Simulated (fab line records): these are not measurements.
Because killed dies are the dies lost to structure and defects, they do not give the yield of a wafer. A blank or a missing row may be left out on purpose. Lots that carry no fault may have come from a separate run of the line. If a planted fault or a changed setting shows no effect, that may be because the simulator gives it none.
A lot that was struck, set against a sound lot ; flow sky130 ; 17 steps out of a route of 708
Sound: wafers L459.2, L459.3, L459.6. The struck wafers were L476.2, L476.3, L476.4. Last of all comes the cause.
Order at every step that has rows: each side's tool, ch and its chambers, its first start. Under that, the readings that differ: sound wafers ; struck wafers ; difference of the means ; sigmas: that difference in standard deviations of wafers without a fault.
alike: a reading whose means differ by less than 2 such deviations, as well as words and numbers matching on both sides. not compared: withheld readings; readings where some wafer has no value; bounds like >300 that might hide an equal value; numbers whose values overlap and for which the record gives no deviation.
The two part at a step that has a row with sigmas, a row that says differs or no value, or rows on one side only. Numbers that don't overlap but have no deviation are shown without sigmas and don't part them. A reading missing from all wafers of one side parts the sides only when that side holds two or more wafers.

first, 3 steps without rows for these wafers: SKY_LI_CONTACT_EXPOSE_09 (exposes mask LICM1, target cd 170 nm); SKY_LI_CONTACT_PEB_10; SKY_LI_CONTACT_DEVELOP_11 (develop time 60 s).
SKY_LI_CONTACT_CD_MEAS_12 targets a cd of 170 nm.
  sound: cd-sem-01 at day 28 17:09; struck: cd-sem-02 at day 35 00:38
  alike: cd-nm
SKY_LI_CONTACT_OVL_MEAS_13:
  sound: overlay-02 at day 28 17:16; struck: overlay-02 at day 35 00:45
  alike: LI_CONTACT_OVL
SKY_LI_CONTACT_ETCH_14: etches BARC in N2/H2, stops on SiO2, time 45.9 s, target depth 60 nm.
  sound on rie-diel-01 ch 0,2, day 28 17:17; struck on rie-diel-03 ch 0,2,3, day 35 00:47
  alike: drypump-motor-current-A, oes-product-au, throttle-valve-pct
  not compared: rf-hours-counter-h
SKY_LI_CONTACT_ETCH_15: etches PSG in C4F8/O2/Ar, stops on Si, target depth 600 nm.
  sound on rie-diel-01 ch 0,2, day 28 17:20; struck on rie-diel-03 ch 0,2,3, day 35 00:49
  alike: oes-product-au
SKY_LI_CONTACT_STRIP_16: strips in O2/N2.
  sound on plasma-asher-03 ch 0,1, day 28 17:25; struck on plasma-asher-03 ch 0,1, day 35 00:55
  alike: drypump-motor-current-A, oes-product-au, strip-time-to-endpoint-s
  not compared: rf-hours-counter-h
then, 3 steps without rows for these wafers: SKY_LI_CONTACT_CLEAN_17 (cleans in NMP, time 600 s); SKY_LI_CONTACT_PRE_CLEAN_18 (time 5.6 s); SKY_LI_CONTACT_SPUTTER_19 (material Ti, target thk 20 nm, time 106.37 s).
SKY_LI_CONTACT_SPUTTER_20: material TiN, target thk 20 nm, time 80 s.
  sound: pvd-sputter-04 at day 28 17:47; struck: pvd-sputter-04 at day 35 01:17
  alike: chamber-pressure-pa, throttle-valve-pct
SKY_LI_CONTACT_CVD_21: deposits W, target thk 400 nm, time 120.56 s.
  sound on cvd-w-01 ch 0, day 28 17:53; struck on cvd-w-01 ch 0,1, day 35 01:21
reading;sound;struck;difference;sigmas
susceptor-temp-C (C);400.27 400.04 400.09;391.36 392.03 391.27;-8.58;-37
model.W_of_LI_CONTACT_CVD_21.thk-nm (nm);401.9 408.4 404.2;343.9 349.2 343.9;-59.2;
  alike: heater-power-outer-w, heater-power-w
SKY_LI_CONTACT_RS_MEAS_22: the measuring method here is four-point-probe.
  sound: film-metro-02 at day 28 18:07; struck: film-metro-01 at day 35 01:30
reading;sound;struck;difference;sigmas
LI_CONTACT_W_RS (ohm/sq);0.285 0.279 0.282;0.331 0.326 0.331;+0.047;+12
SKY_LI_CONTACT_THK_MEAS_23: measures by xrf.
  sound: film-metro-02 at day 28 18:14; struck: film-metro-01 at day 35 01:37
reading;sound;struck;difference;sigmas
LI_CONTACT_W_THK (nm);393 397 393;334 341 336;-57;-10
SKY_LI_CONTACT_CMP_24: polishes, stops on PSG, t overpolish 20 s, target thk 0 nm.
  sound on cmp-01 ch 0,1, day 28 18:17; struck on cmp-01 ch 0,1,3, day 35 01:43
reading;sound;struck;difference;sigmas
time-to-endpoint-s (s);101 102 102;88 89 85;-14;-3
  alike: motor-current-A, slurry-flow-ml-min
-- here the record skips 15 days between the struck wafers' starts before and after, leaving off in module LI_CONTACT and picking up in module PAD_OPEN (first step shown: number 708 of the route) --
SKY_PAD_OPEN_PROBE_99:
  sound: prober-01 at day 45 07:50; struck: prober-01 at day 49 22:31
  alike: killed_at_M0_to_M3, killed_at_M4_up, killed-at-contacts, killed-at-front-end, killed-at-other, killed-dies, killed-open, killed-short

## WHERE THEY PART
At SKY_LI_CONTACT_CVD_21 first; at SKY_LI_CONTACT_CMP_24 last (within this record only). Later steps at which nothing parts them and some readings are alike: SKY_PAD_OPEN_PROBE_99.

WHY: what had been put in by the simulator
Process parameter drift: cvd-w-01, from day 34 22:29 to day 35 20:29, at SKY_LI_CONTACT_CVD_21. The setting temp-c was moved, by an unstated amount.
